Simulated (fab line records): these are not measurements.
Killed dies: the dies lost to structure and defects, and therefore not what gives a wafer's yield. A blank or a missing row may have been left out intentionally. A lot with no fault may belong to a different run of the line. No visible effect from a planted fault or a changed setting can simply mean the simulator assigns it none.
A struck lot beside a sound one :: flow sky130 :: 14 steps out of a route of 708
Sound: these wafers, L435.4, L435.5, L435.6. The struck wafers were L447.1, L447.2, L447.4. Last of all comes the cause.
For every step that has rows: the tool of each side, followed by ch and its chambers, followed by its first start. Under that, the readings that differ: sound wafers :: struck wafers :: difference of the means :: sigmas: that difference in standard deviations of wafers without a fault.
alike: a reading whose means differ by less than 2 such deviations, as well as words and numbers matching on both sides. not compared: withheld readings; readings where some wafer has no value; bounds like >300 that might hide an equal value; numbers whose values overlap and for which the record gives no deviation.
A row with sigmas, a row that says differs or no value, or rows on one side alone: a step with any of these is where the two part. When numbers do not overlap yet have no deviation, they are printed without sigmas and do not part them. A reading missing from all wafers of one side parts the sides only when that side holds two or more wafers.

first, 1 step without rows for these wafers: SKY_POLY_GATE_IMPLANT_02.
SKY_RES_PROTECT_STRIP_07: strips in O2/N2.
  sound on plasma-asher-03 ch 0,1, day 17 10:05; struck on plasma-asher-04 ch 0,1, day 21 19:32
  alike: drypump-motor-current-A, n2-flow-sccm, oes-product-au, strip-time-to-endpoint-s
  not compared: rf-hours-counter-h
SKY_RES_PROTECT_TW_MEAS_08:
  sound: film-metro-02 at day 17 10:10; struck: film-metro-02 at day 21 19:38
  alike: POLY_GATE_TW
then, 2 steps without rows for these wafers: SKY_RES_PROTECT_CLEAN_09 (cleans in SC1/SC2, time 150 s); SKY_POLY_GATE_CVD_03 (deposits Si3N4 from DCS/NH3, target thk 75 nm, time 1290 s).
SKY_POLY_GATE_THK_MEAS_04:
  sound: film-metro-03 at day 17 12:58; struck: film-metro-01 at day 21 21:07
  alike: POLY_GATE_CVD_03_THK
then, 6 steps without rows for these wafers: SKY_POLY_GATE_DEHYDRATE_05 (time 60 s); SKY_POLY_GATE_HMDS_06 (prime time 60 s); SKY_POLY_GATE_COAT_07 (resist thk 110 nm); SKY_POLY_GATE_COAT_08 (resist thk 450 nm); SKY_POLY_GATE_SOFTBAKE_09 (time 87.27 s); SKY_POLY_GATE_EXPOSE_10 (exposes mask P1M, target cd 150 nm).
SKY_POLY_GATE_PEB_11:
  struck on litho-track-04, day 23 03:00; sound on litho-track-04 ch 0, day 18 18:00
reading: exhaust-pa (Pa)
sound: 44.6 45.8 44.2
struck: - - -
difference: no value on the struck wafers
sigmas: 
  not compared: chill-plate-temp-C
then, 1 step without rows for these wafers: SKY_POLY_GATE_DEVELOP_12 (develop time 60 s).

== WHERE THEY PART ==
Only at SKY_POLY_GATE_PEB_11, as far as this record shows.

WHY: what had been put in by the simulator
At SKY_POLY_GATE_PEB_11, the step was skipped entirely on litho-track-04 from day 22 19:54 on. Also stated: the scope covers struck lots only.
